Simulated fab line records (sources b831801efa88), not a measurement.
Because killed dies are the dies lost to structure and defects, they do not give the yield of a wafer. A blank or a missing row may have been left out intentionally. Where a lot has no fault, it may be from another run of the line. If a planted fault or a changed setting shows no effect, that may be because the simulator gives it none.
Which tool is to blame? || flow sky130 || 18 wafers from 6 lots sampled at 3 of the route's 708 steps

== WHAT EACH GAUGE READ, for each wafer ==
SKY_SD_N_RS_MEAS_16: measurement is done with a four-point probe.
{"lot": "L621", "measured": "day 29 11:34", "on": "film_metro-03", "SD_N_RS (ohm/sq)": "68.75 68.72 68.66"}
{"lot": "L626", "measured": "day 30 18:17", "on": "film_metro-03", "SD_N_RS (ohm/sq)": "66.69 66.71 66.62"}
{"lot": "L633", "measured": "day 32 20:58", "on": "film_metro-03", "SD_N_RS (ohm/sq)": "68.33 68.61 68.46"}
{"lot": "L635", "measured": "day 33 03:47", "on": "film_metro-02", "SD_N_RS (ohm/sq)": "68.57 68.58 68.70"}
{"lot": "L637", "measured": "day 34 11:58", "on": "film_metro-03", "SD_N_RS (ohm/sq)": "68.41 68.48 68.33"}
{"lot": "L641", "measured": "day 35 03:26", "on": "film_metro-02", "SD_N_RS (ohm/sq)": "68.54 68.67 68.84"}

== WHAT TOOL EACH LOT RAN ON (gives the tool, then ch and the chambers of the sampled wafers, and finally the start) ==
{"lot": "L621", "SKY_SD_N_IMPLANT_10": "implanter-04 ch 0, day 29 11:02", "SKY_SD_N_RTA_14": "rtp_anneal-02 ch 0, day 29 11:22"}
{"lot": "L626", "SKY_SD_N_IMPLANT_10": "implanter-04 ch 0, day 30 17:45", "SKY_SD_N_RTA_14": "rtp_anneal-02 ch 0, day 30 18:07"}
{"lot": "L633", "SKY_SD_N_IMPLANT_10": "implanter-03 ch 0, day 32 20:25", "SKY_SD_N_RTA_14": "rtp_anneal-02 ch 0, day 32 20:46"}
{"lot": "L635", "SKY_SD_N_IMPLANT_10": "implanter-04 ch 0, day 33 03:16", "SKY_SD_N_RTA_14": "rtp_anneal-02 ch 0, day 33 03:34"}
{"lot": "L637", "SKY_SD_N_IMPLANT_10": "implanter-03 ch 0, day 34 11:26", "SKY_SD_N_RTA_14": "rtp_anneal-02 ch 0, day 34 11:46"}
{"lot": "L641", "SKY_SD_N_IMPLANT_10": "implanter-04 ch 0, day 35 02:48", "SKY_SD_N_RTA_14": "rtp_anneal-02 ch 0, day 35 03:14"}
- SKY_SD_N_IMPLANT_10
- SKY_SD_N_RTA_14: time 2 s.

== THE ANSWER, worked out from the rows above alone ==
Rule: what is usual is taken from the lots themselves. Put in order of their means at a reading, lots are off if they are a third of the lots or fewer, leave a main group of 4 or more, and stand apart from it by a gap of 3 or more times the standard deviation of the main group's means; of several such gaps the widest counts. If all means in a main group match to the digits the tables above print for the reading, that group is not used. A lot without any number at a reading at which 4 lots or more have one is off too. Where the step has rows for the other lots, those lots are counted as sound.
Off: L626, at SKY_SD_N_RS_MEAS_16 (SD_N_RS). The main group has a mean of 68.58 ohm/sq with a standard deviation of 0.12.
A tool fits if, at a process step before that reading, it ran every lot that is off, and no sound lot after the first of them. The gauges at SKY_SD_N_RS_MEAS_16 are tried like those tools. Of those tried, none fits.

== WHAT THE SIMULATOR HAD PUT IN ==
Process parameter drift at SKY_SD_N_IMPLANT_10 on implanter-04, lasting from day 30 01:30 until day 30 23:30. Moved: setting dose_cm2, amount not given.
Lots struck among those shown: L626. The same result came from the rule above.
